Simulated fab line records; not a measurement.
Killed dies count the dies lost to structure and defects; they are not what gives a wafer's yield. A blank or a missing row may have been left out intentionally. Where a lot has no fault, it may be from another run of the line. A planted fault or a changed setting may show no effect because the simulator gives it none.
Struck lot and sound lot, side by side || flow sky130 || 26 out of 708 route steps
Sound: these wafers, L619.1, L619.2, L619.5. The struck wafers were L622.3, L622.4, L622.6. At the end, the cause is stated.
Per side, at each step with rows, come the tool, then ch with its chambers, and then its first start. Under that, the readings that differ: sound wafers || struck wafers || difference of the means || sigmas: that difference in standard deviations of wafers without a fault.
alike: readings with means less than 2 such deviations apart, plus words and numbers identical on both sides. not compared: withheld readings, readings lacking a value on some wafer, bounds such as >300 that could conceal the same value, and numbers that have no deviation in the record and whose values overlap.
Wherever a step has rows on one side only, a row that says differs or no value, or a row with sigmas, the two part there. Numbers that have no deviation but don't overlap get no sigmas and don't part them. A reading that every wafer of one side lacks parts them only if that side has two wafers or more.

first, 1 step without rows for these wafers: SKY_FIELD_ISO_OXIDATION_01 (stabilise 600 s, purge 300 s, target thk 12 nm).
SKY_FIELD_ISO_CVD_03: deposits Si3N4 from DCS/NH3, target thk 165 nm, time 2830 s.
  sound on lpcvd-02 ch 0, day 3 10:22; struck on lpcvd-02 ch 0, day 4 00:56
{"reading": "pressure_mtorr (mTorr)", "sound": "250.0 250.4 249.7", "struck": "199.4 199.3 199.2", "difference": -50.7, "sigmas": -89}
{"reading": "spike_tc_upper_C (C)", "sound": "771.1 770.1 771.7", "struck": "769.6 768.6 767.5", "difference": -2.4, "sigmas": -2}
{"reading": "model.Si3N4_of_FIELD_ISO_CVD_03.thk_nm (nm)", "sound": "164.7 166.1 164.3", "struck": "154.2 153.8 154", "difference": -11.0, "sigmas": ""}
  alike: susceptor_temp_C, zone_power_bottom_pct, zone_power_centre_pct
SKY_FIELD_ISO_THK_MEAS_04:
  struck on film_metro-02, day 4 02:44; sound on film_metro-04, day 3 12:08
{"reading": "FIELD_ISO_CVD_03_THK (nm)", "sound": "164.7 166.1 164.4", "struck": "154.2 153.9 154.0", "difference": -11.0, "sigmas": -6}
then, 9 steps without rows for these wafers: SKY_FIELD_ISO_DEHYDRATE_05 (time 60 s); SKY_FIELD_ISO_HMDS_06 (prime time 60 s); SKY_FIELD_ISO_COAT_07 (resist thk 60 nm); SKY_FIELD_ISO_COAT_08 (resist thk 450 nm); SKY_FIELD_ISO_SOFTBAKE_09 (time 90 s); SKY_FIELD_ISO_EXPOSE_10 (exposes mask FOM, target cd 150 nm); SKY_FIELD_ISO_PEB_11; SKY_FIELD_ISO_DEVELOP_12 (develop time 60 s); SKY_FIELD_ISO_ETCH_14 (etches BARC in N2/H2, stops on SiO2, time 45.9 s, target depth 60 nm).
SKY_FIELD_ISO_ETCH_15: etches the open film in CHF3/O2, stops on Si, target depth 180 nm, time 72 s.
  sound on rie_diel-03 ch 0,1,3, day 4 04:05; struck on rie_diel-01 ch 1,2, day 4 19:37
{"reading": "oes_product_au (a.u.)", "sound": "0.945 0.956 0.949", "struck": "0.906 0.905 0.906", "difference": -0.044, "sigmas": -6}
{"reading": "model.etch.depth_nm (nm)", "sound": "164.7 166.1 164.3", "struck": "154.2 153.8 154", "difference": -11.0, "sigmas": ""}
  alike: drypump_motor_current_A, throttle_valve_pct
  not compared: rf_hours_counter_h
then, 10 steps without rows for these wafers: SKY_FIELD_ISO_STRIP_16 (strips in O2/N2); SKY_FIELD_ISO_ETCH_17 (etches Si in HBr/Cl2/O2, target depth 342 nm, time 97.7 s); SKY_FIELD_ISO_WET_ETCH_18 (etches Si3N4 in H3PO4, target depth 25 nm, time 286 s); SKY_FIELD_ISO_CLEAN_19 (cleans in SC1/SC2, time 150 s); SKY_FIELD_ISO_CLEAN_20 (cleans in dHF, time 19.37 s); SKY_FIELD_ISO_WET_ETCH_21 (etches SiO2 in dHF, target depth 20 nm, time 400 s); SKY_FIELD_ISO_OXIDATION_22 (stabilise 600 s, purge 300 s, target thk 10 nm); SKY_FIELD_ISO_CVD_24 (deposits SiO2, target thk 595 nm, time 99.2 s); SKY_FIELD_ISO_ANNEAL_26 (time 1800 s); SKY_FIELD_ISO_CMP_27 (polishes, stops on Si3N4, t overpolish 16 s, target thk 457.8 nm).
SKY_FIELD_ISO_WET_ETCH_28: etches SiO2 in dHF, target depth 23.7 nm, time 47 s.
  sound on wet_bench-03 ch 3, day 4 11:21; struck on wet_bench-04 ch 0, day 4 23:46
{"reading": "model.Si3N4_of_FIELD_ISO_CVD_03.thk_nm (nm)", "sound": "119.8 120.6 119.1", "struck": "107.8 106.8 107.6", "difference": -12.4, "sigmas": ""}
then, 1 step without rows for these wafers: SKY_FIELD_ISO_WET_ETCH_29 (etches Si3N4 in H3PO4, target depth 160 nm, time 1825 s).
-- the record jumps here: 44 days lie between the struck wafers' starts before and after (it left off in module FIELD_ISO and takes up again in module PAD_OPEN, whose first step shown is number 708 of the route) --
SKY_PAD_OPEN_PROBE_99:
  struck on prober-01, day 48 23:32; sound on prober-02, day 48 08:02
{"reading": "killed_at_contacts", "sound": "32 40 24", "struck": "19 15 21", "difference": -14, "sigmas": -3}
{"reading": "model.etest.cap_li_to_poly.c_af_um2", "sound": "100.3 95.75 100.9", "struck": "93.38 92.64 95.1", "difference": -5.28, "sigmas": ""}
{"reading": "model.etest.sram_nfet_pass.off_log10_a_um", "sound": "-12.48 -12.51 -12.6", "struck": "-12.34 -12.43 -12.29", "difference": "+0.18", "sigmas": ""}
  alike: killed_at_M0_to_M3, killed_at_M4_up, killed_at_front_end, killed_at_other, killed_dies, killed_open, killed_short

== WHERE THEY PART ==
At SKY_FIELD_ISO_CVD_03 first; at SKY_PAD_OPEN_PROBE_99 last (within this record only).

WHY: whatever the simulator had introduced
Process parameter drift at SKY_FIELD_ISO_CVD_03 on lpcvd-02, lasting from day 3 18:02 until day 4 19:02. From 250, the setting pressure_mtorr moved by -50. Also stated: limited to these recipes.
